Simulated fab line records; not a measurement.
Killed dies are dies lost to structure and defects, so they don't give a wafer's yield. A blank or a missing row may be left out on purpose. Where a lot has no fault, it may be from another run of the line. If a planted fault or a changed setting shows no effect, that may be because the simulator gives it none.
Chamber matching    flow sky130    rie_diel-01 running SKY_METAL3_ETCH_17: 4 sister chambers
The step etches SiO2 in C4F8/O2/Ar, stops on TiN, time 3.9 s, target depth 15 nm. 8 wafers are shown with their chamber, then 8 later ones without.

WAFERS, EACH WITH ITS CHAMBER
wafer   chamber  oes_product_au (a.u.)
L075.5  0        0.757
L079.5  1        0.752
L079.6  2        0.756
L081.4  1        0.768
L081.5  0        0.762
L087.4  2        0.760
L087.5  3        0.753
L088.2  3        0.751

WAFERS WHOSE CHAMBER IS MISSING
wafer   oes_product_au (a.u.)
L088.4  0.740
L088.6  0.760
L091.2  0.756
L091.3  0.766
L091.6  0.767
L093.1  0.758
L093.3  0.764
L093.4  0.770

WHICH CHAMBER EACH ONE RAN IN
wafer   from the rows above                in truth
L088.4  can't be placed: 3 or 2 or 0 or 1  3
L088.6  can't be placed: 1 or 0 or 2 or 3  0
L091.2  can't be placed: 2 or 0 or 1 or 3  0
L091.3  can't be placed: 1 or 0 or 2 or 3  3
L091.6  can't be placed: 1 or 0 or 2 or 3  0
L093.1  can't be placed: 2 or 0 or 1 or 3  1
L093.3  can't be placed: 1 or 0 or 2 or 3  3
L093.4  can't be placed: 1 or 0 or 2 or 3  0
Placed correctly: 0 of 8. Not placeable from these rows: 8 (in 8, the candidates include the true chamber). Number placed wrongly: 0.
How it was worked out, from the rows above alone: a wafer's distance from a chamber is the root of the sum, over the readings, of the square of ((its reading less the chamber's mean) divided by the reading's scatter). If the next closest chamber is less than 2 further off than the closest, the wafer can't be placed; otherwise it belongs to the closest. Each chamber's mean is taken over the wafers shown for it. The scatter: take each reading less its chamber's mean, square it, sum over the shown wafers, divide by the number of wafers less the number of chambers, and take the root.
